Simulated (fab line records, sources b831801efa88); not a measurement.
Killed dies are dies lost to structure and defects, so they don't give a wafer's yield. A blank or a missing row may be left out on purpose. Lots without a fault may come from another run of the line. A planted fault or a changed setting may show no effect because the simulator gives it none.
fab line records | flow sky130
record lots=6 wafers=18 last_day=50
route steps=708 shown VIA1@471 METAL2@483 PAD_OPEN@708
lots that met no fault: from a run of the same line without faults
start_h: hours from the record's first day to the start of the lot's first wafer shown | wait_h: hours since the lot's step before | " the same as in the row above | L1.1+2: a row that stands for several wafers | - no value, or no start given | * or withheld: withheld | < > ~ a bound
route shown NAME@n: a module of which the file shows steps, and the number in the route of the first | usual: mean/standard deviation of fault-free wafers | same: alike in all rows | chamber/n: place in a boat | sites: the reading at each site | _std_site: their standard deviation | _edge_site: outer sites' mean less inner sites' | radius_mm: how far each site lies from the wafer's centre | mask NAME#n: copy n | behind: the tool/chamber that last shaped the wafer | hold: why the lot was held/for how many hours/how that ended | device: the transistor (n, p or np) that didn't switch | end of line: the same wafers' tests at the end of the route | a step without rows: its recipe alone | killed: dies lost to structure and defects at the first sort, not the wafer's yield | map: a wafer's dies, x killed, . not, _ none there
set.NAME: the setting as run; set.NAME@STEP: as run at that earlier step | model.NAME: the simulator's own value behind a step, which no gauge read
lots at some steps of the route; a table a step, a row a wafer
services: from which hour (start_h, from the record's first day; less than 0 if before it) a tool's chamber was out of use, for how many hours, and why
## steps
# step SKY_VIA1_OVL_MEAS_13
# usual VIA1_OVL=1/5.5
# columns lot.wafer tool chamber start_h wait_h VIA1_OVL[nm]
L799.1 overlay-01 - 797.70 0.1 -4
L799.3 " - " " -8
L799.4 " - " " -3
L801.1 overlay-01 - 812.10 0.1 16
L801.3 " - " " 11
L801.5 " - " " 11
L810.1 overlay-02 - 887.07 0.1 -2
L810.2 " - " " -4
L810.6 " - " " -1
L811.2 overlay-01 - 893.62 0.1 -2
L811.3 " - " " 5
L811.5 " - " " 5
L813.1 overlay-02 - 904.76 0.1 -2
L813.3 " - " " 0
L813.4 " - " " 3
L819.1 overlay-01 - 958.96 0.1 -6
L819.3 " - " " -4
L819.6 " - " " 0
# step SKY_VIA1_ETCH_14
# recipe chemistry=N2/H2 target=BARC ion_energy_ev=200 source_w=500 bias_w=100 pressure_mtorr=30 n2_flow_sccm=100 h2_flow_sccm=200 stop_on=SiO2 time_s=45.9 target_depth_a=600
# step SKY_VIA1_ETCH_15
# recipe target=SiO2 chemistry=C4F8/O2/Ar target_depth_nm=351 stop_on=TiN mask_material=KrF-thick source_w=1500 bias_w=1200 pressure_mtorr=40 c4f8_flow_sccm=withheld O2_flow_sccm=6 Ar_flow_sccm=300 time_s=54
# usual oes_product_au=0.982/0.0061
# columns lot.wafer tool chamber start_h wait_h oes_product_au rf_hours_counter_h
L799.1 rie_diel-02 1 797.77 0.0 0.978 10
L799.3 " 2 " " 0.983 16
L799.4 " 3 " " 0.985 15
L801.1 rie_diel-02 1 812.17 0.0 0.988 10
L801.3 " 0 " " 0.980 3
L801.5 " 0 " " 0.981 -
L810.1 rie_diel-02 1 887.15 0.0 0.967 12
L810.2 " 3 " " 0.976 17
L810.6 " 2 " " 0.988 -
L811.2 rie_diel-02 3 893.70 0.0 0.992 17
L811.3 " 1 " " 0.981 13
L811.5 " 0 " " 0.983 -
L813.1 rie_diel-02 0 904.84 0.0 0.984 6
L813.3 " 2 " " 0.980 18
L813.4 " 1 " " 0.978 13
L819.1 rie_diel-02 1 959.04 0.0 0.981 14
L819.3 " 2 " " 0.986 20
L819.6 " 3 " " 0.984 -
# step SKY_VIA1_STRIP_16
# recipe chemistry=O2/N2 power_w=1400 pressure_mtorr=1500 platen_temp_c=withheld o2_flow_sccm=3000 n2_flow_sccm=300 overash_fraction=0.5
# usual drypump_motor_current_A=5.5/0.35 oes_product_au=0.416/0.0042 strip_time_to_endpoint_s=4.465/0.023
# columns lot.wafer tool chamber start_h wait_h drypump_motor_current_A oes_product_au rf_hours_counter_h strip_time_to_endpoint_s
L799.1 plasma_asher-02 1 797.82 0.0 5.7 0.412 37 4.470
L799.3 " 0 " " 4.9 0.415 - 4.461
L799.4 " 1 " " 5.7 0.418 - 4.497
L801.1 plasma_asher-03 0 812.22 0.0 5.9 0.418 65 4.442
L801.3 " 0 " " 6.0 0.421 - 4.480
L801.5 " 0 " " 6.0 0.412 - 4.483
L810.1 plasma_asher-04 0 887.19 0.0 5.4 0.422 15 4.450
L810.2 " 1 " " 5.6 0.414 15 4.475
L810.6 " 1 " " 5.6 0.415 - 4.492
L811.2 plasma_asher-02 0 893.74 0.0 4.8 0.424 47 4.468
L811.3 " 1 " " 5.7 0.422 - 4.463
L811.5 " 0 " " 4.8 0.419 - 4.439
L813.1 plasma_asher-02 1 904.89 0.0 5.7 0.416 48 4.448
L813.3 " 0 " " 4.8 0.414 - 4.454
L813.4 " 1 " " 5.7 0.413 - 4.425
L819.1 plasma_asher-04 1 959.08 0.0 5.6 0.416 22 4.429
L819.3 " 1 " " 5.6 0.419 - 4.465
L819.6 " 0 " " 5.4 0.414 - 4.433
# step SKY_VIA1_STRIP_17
# recipe chemistry=post_etch_residue_remover time_s=1200 temp_c=72.5
# step SKY_VIA1_CLEAN_18
# recipe chemistry=IPA time_s=180 temp_c=25
# step SKY_VIA1_CLEAN_19
# recipe chemistry=O3/DIW dry=n2_spin
# step SKY_VIA1_SPUTTER_20
# recipe material=TiN target_thk_nm=20 chamber_pressure_pa=5 power_w=4000 time_s=80
# usual chamber_pressure_pa=4.998/0.01 throttle_valve_pct=29.8/0.74
# columns lot.wafer tool chamber start_h wait_h chamber_pressure_pa throttle_valve_pct
L799.1 pvd_sputter-02 - 798.41 0.0 4.995 30.2
L799.3 " - " " 5.005 30.5
L799.4 " - " " 4.995 29.2
L801.1 pvd_sputter-03 - 812.82 0.0 4.990 30.6
L801.3 " - " " 5.022 28.5
L801.5 " - " " 5.013 28.5
L810.1 pvd_sputter-03 - 887.78 0.0 5.023 28.1
L810.2 " - " " 4.991 28.9
L810.6 " - " " 5.005 30.8
L811.2 pvd_sputter-04 - 894.33 0.0 4.997 29.9
L811.3 " - " " 4.981 29.5
L811.5 " - " " 4.986 29.5
L813.1 pvd_sputter-04 - 905.48 0.0 5.008 29.2
L813.3 " - " " 4.988 31.0
L813.4 " - " " 4.984 30.1
L819.1 pvd_sputter-02 - 959.67 0.0 4.997 29.3
L819.3 " - " " 5.000 29.2
L819.6 " - " " 4.993 30.5
# step SKY_VIA1_CVD_21
# recipe material=W target_thk_nm=270 time_s=80.902 temp_c=400 pressure_torr=40
# step SKY_VIA1_RS_MEAS_22
# recipe thk_meas_gauge=four-point-probe reads=W_of_VIA1_CVD_21+TiN_of_VIA1_SPUTTER_20
# usual VIA1_W_RS=0.426/0.0047
# columns lot.wafer tool chamber start_h wait_h VIA1_W_RS[ohm/sq]
L799.1 film_metro-04 - 798.57 0.1 0.430
L799.3 " - " " 0.428
L799.4 " - " " 0.419
L801.1 film_metro-04 - 812.97 0.1 0.425
L801.3 " - " " 0.423
L801.5 " - " " 0.427
L810.1 film_metro-03 - 887.94 0.1 0.429
L810.2 " - " " 0.424
L810.6 " - " " 0.426
L811.2 film_metro-04 - 894.51 0.1 0.427
L811.3 " - " " 0.430
L811.5 " - " " 0.425
L813.1 film_metro-04 - 905.63 0.1 0.421
L813.3 " - " " 0.424
L813.4 " - " " 0.431
L819.1 film_metro-01 - 959.83 0.1 0.427
L819.3 " - " " 0.425
L819.6 " - " " 0.433
# step SKY_VIA1_THK_MEAS_23
# recipe thk_meas_gauge=xrf reads=W_of_VIA1_CVD_21
# usual VIA1_W_THK=271/3.7
# columns lot.wafer tool chamber start_h wait_h VIA1_W_THK[nm]
L799.1 film_metro-04 - 798.69 0.1 267
L799.3 " - " " 268
L799.4 " - " " 274
L801.1 film_metro-04 - 813.09 0.1 269
L801.3 " - " " 274
L801.5 " - " " 268
L810.1 film_metro-03 - 888.06 0.1 273
L810.2 " - " " 274
L810.6 " - " " 274
L811.2 film_metro-04 - 894.62 0.1 267
L811.3 " - " " 268
L811.5 " - " " 272
L813.1 film_metro-04 - 905.75 0.1 272
L813.3 " - " " 271
L813.4 " - " " 269
L819.1 film_metro-01 - 959.95 0.1 273
L819.3 " - " " 272
L819.6 " - " " 266
# step SKY_VIA1_CMP_24
# recipe stop_on=SiO2 t_overpolish_s=15 down_force_psi=3.5 platen_rpm=60 target_thk_nm=0 pad_velocity_m_s=0.94248
# usual motor_current_A=11.1/1.3 overpolish_run_s=15.000/0.0094 time_to_endpoint_s=68/3.9
# columns lot.wafer tool chamber start_h wait_h motor_current_A overpolish_run_s time_to_endpoint_s
L799.1 cmp-02 0 798.75 0.1 10.7 15.000 71
L799.3 " 1 " " 10.6 15.007 70
L799.4 " 3 " " 8.3 14.994 65
L801.1 cmp-02 1 813.15 0.1 10.1 14.990 74
L801.3 " 2 " " 12.4 15.006 75
L801.5 " 2 " " 12.5 15.008 76
L810.2 cmp-02 1 888.17 0.1 10.7 15.008 68
L810.1 " 3 " " 8.4 15.000 62
L810.6 " 0 " " 10.9 15.004 73
L811.3 cmp-02 1 894.72 0.1 9.9 14.997 71
L811.2 " 2 " " 12.6 14.991 71
L811.5 " 0 " " 11.7 15.007 74
L813.1 cmp-01 3 905.81 0.1 10.7 15.005 65
L813.4 " 0 " " 12.9 15.008 62
L813.3 " 1 " " 11.8 14.998 69
L819.3 cmp-02 2 960.01 0.0 12.0 14.986 71
L819.1 " 0 " " 12.5 15.001 69
L819.6 " 3 " " 8.2 15.002 64
# step SKY_METAL2_SPUTTER_00
# recipe material=Ti target_thk_nm=15 power_w=3000 time_s=10 chamber_pressure_pa=0.4
# usual chamber_pressure_pa=0.3999/0.00074 throttle_valve_pct=29.4/1
# columns lot.wafer tool chamber start_h wait_h chamber_pressure_pa throttle_valve_pct model.Ti_of_METAL2_SPUTTER_00.thk_nm
L799.1 pvd_sputter-04 - 799.05 0.2 0.4008 30.0 14.65
L799.3 " - " " 0.4007 29.2 14.54
L799.4 " - " " 0.3991 31.1 14.61
L801.1 pvd_sputter-01 - 813.45 0.2 0.3997 29.7 14.88
L801.3 " - " " 0.4005 30.3 14.66
L801.5 " - " " 0.3980 29.8 14.81
L810.1 pvd_sputter-04 - 888.42 0.1 0.4007 29.9 14.95
L810.2 " - " " 0.4011 29.6 14.71
L810.6 " - " " 0.3992 29.8 14.94
L811.2 pvd_sputter-01 - 894.97 0.1 0.4005 29.8 21.94
L811.3 " - " " 0.3999 30.4 21.78
L811.5 " - " " 0.4008 30.3 21.69
L813.1 pvd_sputter-01 - 906.11 0.2 0.4000 29.8 21.78
L813.3 " - " " 0.3984 29.7 21.66
L813.4 " - " " 0.4008 30.1 21.56
L819.1 pvd_sputter-03 - 960.31 0.1 0.4004 28.9 15.23
L819.3 " - " " 0.4007 27.8 14.94
L819.6 " - " " 0.4005 27.9 15.09
# step SKY_METAL2_SPUTTER_01
# recipe material=TiN target_thk_nm=20 power_w=6500 time_s=16.7 chamber_pressure_pa=0.4
# usual chamber_pressure_pa=0.4000/0.0008 throttle_valve_pct=29.4/1
# columns lot.wafer tool chamber start_h wait_h chamber_pressure_pa throttle_valve_pct
L799.1 pvd_sputter-04 - 799.07 0.0 0.4002 30.1
L799.3 " - " " 0.3994 29.3
L799.4 " - " " 0.4001 30.8
L801.1 pvd_sputter-01 - 813.48 0.0 0.4000 29.8
L801.3 " - " " 0.4006 30.2
L801.5 " - " " 0.3998 29.7
L810.1 pvd_sputter-04 - 888.44 0.0 0.3997 30.3
L810.2 " - " " 0.3990 29.2
L810.6 " - " " 0.3984 30.1
L811.2 pvd_sputter-01 - 894.99 0.0 0.4005 30.0
L811.3 " - " " 0.3996 30.3
L811.5 " - " " 0.4005 30.0
L813.1 pvd_sputter-01 - 906.13 0.0 0.4001 29.8
L813.3 " - " " 0.4003 29.4
L813.4 " - " " 0.3986 30.3
L819.1 pvd_sputter-03 - 960.33 0.0 0.3998 29.2
L819.3 " - " " 0.3988 27.7
L819.6 " - " " 0.3986 28.0
# step SKY_PAD_OPEN_PROBE_99
# usual defect_limited_yield=82.9/2 killed_at_M0_to_M3=42/7.4 killed_at_M4_up=3.3/2.1 killed_at_contacts=24/5.3 killed_at_front_end=15/4.5 killed_at_other=0.3/0.57 killed_dies=84/10 killed_open=46/7.5 killed_short=38/6.4 sort_bin_3_pad_short=0.9/0.44 sort_bin_5_function=10.2/1.5 sort_bin_6_memory=6.0/1.1 sort_n_pass=408/10 sort_yield_pct=82.9/2
# same gross_dies=492 killed_at_back_side=0 sort_bin_4_leakage[%]=0 sort_bin_8_speed[%]=0
# columns lot.wafer tool chamber start_h wait_h defect_limited_yield[%] killed_at_M0_to_M3 killed_at_M4_up killed_at_contacts killed_at_front_end killed_at_other killed_dies killed_open killed_short sort_bin_3_pad_short[%] sort_bin_5_function[%] sort_bin_6_memory[%] sort_n_pass sort_yield_pct[%]
L813.1 prober-02 - 1160.41 0.1 85.0 42 1 22 8 1 74 41 33 0.6 8.1 6.3 418 85.0
L813.3 prober-02 - 1160.51 0.2 85.8 33 1 19 17 0 70 41 29 0.6 9.8 3.9 422 85.8
L813.4 prober-02 - 1160.56 0.2 81.9 46 6 27 10 0 89 51 38 1.4 10.0 6.7 403 81.9
L819.1 prober-02 - 1195.22 0.1 83.1 51 2 18 12 0 83 39 44 1.4 8.9 6.5 409 83.1
L819.3 prober-02 - 1195.32 0.2 83.5 39 1 22 18 1 81 38 42 1.2 11.0 4.3 411 83.5
L819.6 prober-02 - 1195.47 0.2 80.9 37 5 36 16 0 94 57 37 1.2 11.0 6.9 398 80.9
# killed by level:class
L813.1 VIA1:geometric_particle:open=11 CONTACT:geometric_particle:open=9 VIA1:geometric_particle:short=6 VIA3:geometric_particle:open=5 METAL1:geometric_particle:short=4 VIA2:geometric_particle:open=4 CONTACT:geometric_particle:short=3 LI_CONTACT:geometric_particle:open=3
L813.3 LI_CONTACT:geometric_particle:open=9 VIA1:geometric_particle:open=8 VIA1:geometric_particle:short=5 VIA3:geometric_particle:open=5 FIELD_ISO:geometric_particle:open=4 CONTACT:geometric_particle:open=4 METAL1:geometric_particle:short=4 FIELD_ISO:geometric_particle:short=3
L813.4 VIA1:geometric_particle:open=15 CONTACT:geometric_particle:open=10 LI_CONTACT:geometric_particle:open=8 METAL2:geometric_particle:short=7 VIA2:geometric_particle:open=6 METAL4:geometric_particle:short=5 CONTACT:geometric_particle:short=4 METAL1:geometric_particle:short=4
L819.1 VIA3:geometric_particle:open=9 VIA1:geometric_particle:open=8 VIA1:geometric_particle:short=7 CONTACT:geometric_particle:open=6 FIELD_ISO:geometric_particle:short=5 METAL3:geometric_particle:short=5 LI_CONTACT:geometric_particle:open=5 METAL1:geometric_particle:short=5
L819.3 VIA1:geometric_particle:open=10 CONTACT:geometric_particle:short=8 METAL2:geometric_particle:short=8 FIELD_ISO:geometric_particle:short=7 FIELD_ISO:geometric_particle:open=6 LI_CONTACT:geometric_particle:open=5 VIA2:geometric_particle:open=5 CONTACT:geometric_particle:open=4
L819.6 LI_CONTACT:geometric_particle:open=12 CONTACT:geometric_particle:open=10 FIELD_ISO:geometric_particle:open=8 VIA1:geometric_particle:open=8 VIA3:geometric_particle:open=7 LI_CONTACT:geometric_particle:short=5 LOCAL_INTERCONNECT:geometric_particle:open=4 METAL1:geometric_particle:short=4
## services
# columns tool chamber start_h hours kind
pvd_sputter-02 - 775.32 1.7 repair
rie_diel-02 - 777.81 2.4 repair
pvd_sputter-01 - 784.47 0.7 repair
rie_diel-02 3 786.76 9.6 repair
pvd_sputter-03 - 788.87 10.8 repair
cmp-01 - 795.94 4.1 pm
plasma_asher-03 - 796.01 2.4 repair
cmp-02 - 804.61 3.9 pm
rie_diel-02 2 832.73 5.6 repair
rie_diel-02 0 843.86 6.9 repair
pvd_sputter-01 - 857.15 2.5 repair
rie_diel-02 3 857.60 2.5 repair
pvd_sputter-04 - 858.45 7.5 repair
cmp-02 - 862.50 1.3 repair
pvd_sputter-01 - 868.29 0.9 repair
pvd_sputter-03 - 891.56 6.3 repair
cmp-02 - 896.35 2.2 repair
pvd_sputter-04 - 911.62 2.0 repair
cmp-02 - 912.54 0.9 repair
pvd_sputter-02 - 938.69 2.4 repair
pvd_sputter-01 - 945.79 17.2 repair
pvd_sputter-02 - 946.04 2.1 repair
rie_diel-02 - 951.05 2.8 pm
rie_diel-02 1 959.72 6.5 repair
## key
first_sign none at tools or gauges
model_effect step=SKY_METAL2_SPUTTER_00 value=Ti_of_METAL2_SPUTTER_00.thk_nm without=15.08 struck=21.74
met_at SKY_METAL2_SPUTTER_00
struck_wafers L811.2,L811.3,L811.5,L813.1,L813.3,L813.4
onset_between 813.45 894.97
also_fits SKY_VIA1_STRIP_16:plasma_asher-02,SKY_VIA1_SPUTTER_20:pvd_sputter-04
fault kind=process_parameter_drift tool=pvd_sputter-01 chamber=- onset_h=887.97 steps=SKY_METAL2_SPUTTER_00 channel=target_thk_nm offset=6.6554 shape=step end_h=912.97 acts_in=these_recipes_only stated=15
